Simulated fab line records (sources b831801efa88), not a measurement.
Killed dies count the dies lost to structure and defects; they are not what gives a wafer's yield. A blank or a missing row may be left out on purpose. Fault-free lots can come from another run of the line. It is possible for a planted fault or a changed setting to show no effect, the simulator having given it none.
What tool caused it? | flow gf180mcu | 12 lots with 35 wafers sampled at 5 steps, on a route of 602 steps

WHAT THE GAUGES SHOWED, per wafer
GF_MIM_RS_MEAS_10: a four-point-probe measurement. Usual: MIM_ALCU_RS 0.1538 ohm/sq, standard deviation 0.0016.
lot  | measured     | on           | MIM_ALCU_RS (ohm/sq) | flag
L483 | day 24 12:33 | filmMetro-01 | 0.1527 0.1516        | 
L485 | day 25 07:26 | filmMetro-01 | 0.1545 0.1558 0.1541 | 
L486 | day 25 13:15 | filmMetro-03 | 0.1538 0.1520 0.1506 | 
L487 | day 25 20:52 | filmMetro-03 | 0.1530 0.1520 0.1518 | 
L491 | day 27 04:11 | filmMetro-04 | 0.1513 0.1534 0.1542 | 
L490 | day 27 06:01 | filmMetro-03 | 0.1510 0.1524 0.1540 | 
L493 | day 27 23:00 | filmMetro-01 | 0.1533 0.1509 0.1520 | 
L495 | day 28 14:46 | filmMetro-04 | 0.1557 0.1570 0.1560 | 
L497 | day 29 02:13 | filmMetro-04 | 0.1545 0.1548 0.1557 | 
L498 | day 29 04:50 | filmMetro-03 | 0.1552 0.1526 0.1570 | 
L499 | day 29 09:59 | filmMetro-04 | 0.1516 0.1540 0.1524 | 
L500 | day 29 22:14 | filmMetro-01 | 0.1541 0.1522 0.1535 | 

GF_PASSIVATION_THK_MEAS_01. Usual: PASSIVATION_CVD_00_THK 998 nm, standard deviation 14.
lot  | measured     | on           | PASSIVATION_CVD_00_THK (nm) | flag
L483 | day 28 03:50 | filmMetro-01 | 997 1020                    | 
L485 | day 28 21:17 | filmMetro-03 | 989 1013 1013               | 
L486 | day 29 02:34 | filmMetro-02 | 991 979 990                 | 
L487 | day 29 10:41 | filmMetro-01 | 988 996 1014                | 
L491 | day 30 14:08 | filmMetro-01 | 972 977 981                 | 
L490 | day 30 15:15 | filmMetro-03 | 990 1012 1015               | 
L493 | day 31 06:29 | filmMetro-02 | 982 998 996                 | 
L495 | day 31 19:49 | filmMetro-01 | 992 981 1011                | 
L497 | day 32 06:29 | filmMetro-01 | 938 929 969 939 929 969     | OFF
L498 | day 32 09:58 | filmMetro-01 | 1008 994 1011               | 
L499 | day 32 12:51 | filmMetro-02 | 999 989 1010                | 
L500 | day 33 00:05 | filmMetro-03 | 926 931 923 925 931 922     | OFF

EACH LOT AND THE TOOL THAT RAN IT (in order: tool; ch and the chambers of the sampled wafers; start)
lot  | GF_MIM_SPUTTER_07           | GF_MIM_METAL_ETCH_19             | GF_PASSIVATION_CVD_00
L483 | pvdSputter-01, day 24 12:26 | rieMetal-03 ch 1, day 25 10:04   | pecvd-02 ch 2, day 28 03:46
L485 | pvdSputter-04, day 25 07:18 | rieMetal-01 ch 0,1, day 26 04:38 | pecvd-02 ch 0,1,2, day 28 21:11
L486 | pvdSputter-04, day 25 13:08 | rieMetal-03 ch 1, day 26 10:26   | pecvd-04 ch 0,1, day 29 02:29
L487 | pvdSputter-01, day 25 20:46 | rieMetal-03 ch 1, day 26 17:34   | pecvd-01 ch 0,1, day 29 10:35
L491 | pvdSputter-01, day 27 04:04 | rieMetal-03 ch 0,1, day 28 00:13 | pecvd-04 ch 0,2, day 30 14:03
L490 | pvdSputter-04, day 27 05:55 | rieMetal-02 ch 0, day 28 01:37   | pecvd-01 ch 1,2, day 30 15:10
L493 | pvdSputter-01, day 27 22:52 | rieMetal-02 ch 0,1, day 28 18:22 | pecvd-01 ch 1,2, day 31 06:24
L495 | pvdSputter-01, day 28 14:40 | rieMetal-03 ch 0,1, day 29 09:34 | pecvd-04 ch 1,2, day 31 19:44
L497 | pvdSputter-02, day 29 02:07 | rieMetal-03 ch 0,1, day 29 20:55 | pecvd-04 ch 1,2, day 32 06:24
L498 | pvdSputter-04, day 29 04:44 | rieMetal-01 ch 0,1, day 30 00:25 | pecvd-02 ch 0,1, day 32 09:53
L499 | pvdSputter-02, day 29 09:52 | rieMetal-02 ch 0,1, day 30 04:09 | pecvd-01 ch 0,2, day 32 12:46
L500 | pvdSputter-02, day 29 22:09 | rieMetal-03 ch 0,1, day 30 16:03 | pecvd-04 ch 1,2, day 33 00:01
- GF_MIM_SPUTTER_07: material TiN, target thk 60 nm, time 50 s.
- GF_MIM_METAL_ETCH_19: etches the open film in Cl2/BCl3, stops on Si3N4, target depth 324.5 nm, time 54.1 s.
- GF_PASSIVATION_CVD_00: deposits SiO2 from TEOS, target thk 1000 nm, time 111.95 s.

WHAT THE TOOLS THEMSELVES READ (means of the sampled wafers that have a number; where no wafer has one, the mark that the record gives instead)
GF_MIM_SPUTTER_07. Usual: throttleValvePct reads 29.9 % (standard deviation 1.4).
lot  | tool          | throttleValvePct (%) | flag
L483 | pvdSputter-01 | 28.9                 | 
L485 | pvdSputter-04 | 31.1                 | 
L486 | pvdSputter-04 | 30.4                 | 
L487 | pvdSputter-01 | 29.2                 | 
L491 | pvdSputter-01 | 29.7                 | 
L490 | pvdSputter-04 | 30.5                 | 
L493 | pvdSputter-01 | 30.8                 | 
L495 | pvdSputter-01 | 30.0                 | 
L497 | pvdSputter-02 | 29.3                 | 
L498 | pvdSputter-04 | 30.4                 | 
L499 | pvdSputter-02 | 29.1                 | 
L500 | pvdSputter-02 | 29.1                 | 

GF_MIM_METAL_ETCH_19. Usual: drypumpMotorCurrentA 5.7 A, standard deviation 0.38; oesProductAu 0.956 a.u., standard deviation 0.0063; throttleValvePct 28.267 %, standard deviation 0.0099.
lot  | tool        | drypumpMotorCurrentA (A) | oesProductAu (a.u.) | throttleValvePct (%) | flag
L483 | rieMetal-03 | 5.4                      | 0.958               | 28.269               | 
L485 | rieMetal-01 | 5.7                      | 0.952               | 28.273               | 
L486 | rieMetal-03 | 5.4                      | 0.966               | 28.254               | 
L487 | rieMetal-03 | 5.4                      | 0.963               | 28.264               | 
L491 | rieMetal-03 | 5.6                      | 0.950               | 28.265               | 
L490 | rieMetal-02 | 6.2                      | 0.958               | 28.258               | 
L493 | rieMetal-02 | 5.9                      | 0.960               | 28.258               | 
L495 | rieMetal-03 | 5.6                      | 0.947               | 28.269               | 
L497 | rieMetal-03 | 5.6                      | 0.953               | 28.278               | 
L498 | rieMetal-01 | 5.7                      | 0.954               | 28.272               | 
L499 | rieMetal-02 | 5.9                      | 0.964               | 28.263               | 
L500 | rieMetal-03 | 5.5                      | 0.959               | 28.265               | 

GF_PASSIVATION_CVD_00. Usual: heaterPowerW 682 W, standard deviation 110; rfFwdPowerW 595.9 W, standard deviation 2.4.
lot  | tool     | heaterPowerW (W) | rfFwdPowerW (W) | flag
L483 | pecvd-02 | 856              | 597.3           | 
L485 | pecvd-02 | 726              | 596.8           | 
L486 | pecvd-04 | 563              | 597.6           | 
L487 | pecvd-01 | 731              | 594.3           | 
L491 | pecvd-04 | 681              | 596.2           | 
L490 | pecvd-01 | 765              | 592.8           | 
L493 | pecvd-01 | 736              | 595.9           | 
L495 | pecvd-04 | 613              | 597.3           | 
L497 | pecvd-04 | 660              | 499.4           | OFF
L498 | pecvd-02 | 604              | 591.7           | 
L499 | pecvd-01 | 668              | 594.2           | 
L500 | pecvd-04 | 645              | 499.7           | OFF

THE ANSWER, worked out from the rows above alone
Rule: take the mean of a lot's wafers that have a number; if it is more than 3 standard deviations from the usual mean, the lot is off. Also off: a lot with no number at a reading for which 4 or more lots have one. Any other lot the step has rows for is counted as sound. After the gauges, taken in route order, come the tools' own readings; for these a lot's mean is taken, as printed above. The first step at which some lot is off is used, and at that step the reading that is off furthest; a lot without a number counts as furthest.
Off: at GF_PASSIVATION_THK_MEAS_01 (PASSIVATION_CVD_00_THK), L497, L500.
If a tool, at a process step before that reading, ran all the lots that are off and no sound lot after the first of them, it fits. The gauges at GF_PASSIVATION_THK_MEAS_01 aren't tried: what is off there is off at GF_PASSIVATION_CVD_00 too, on other tools, and a gauge's error can't cause that. This does not decide it: 2 tools fit, namely rieMetal-03 at GF_MIM_METAL_ETCH_19 and pecvd-04 at GF_PASSIVATION_CVD_00.

WHAT HAD BEEN PUT IN BY THE SIMULATOR
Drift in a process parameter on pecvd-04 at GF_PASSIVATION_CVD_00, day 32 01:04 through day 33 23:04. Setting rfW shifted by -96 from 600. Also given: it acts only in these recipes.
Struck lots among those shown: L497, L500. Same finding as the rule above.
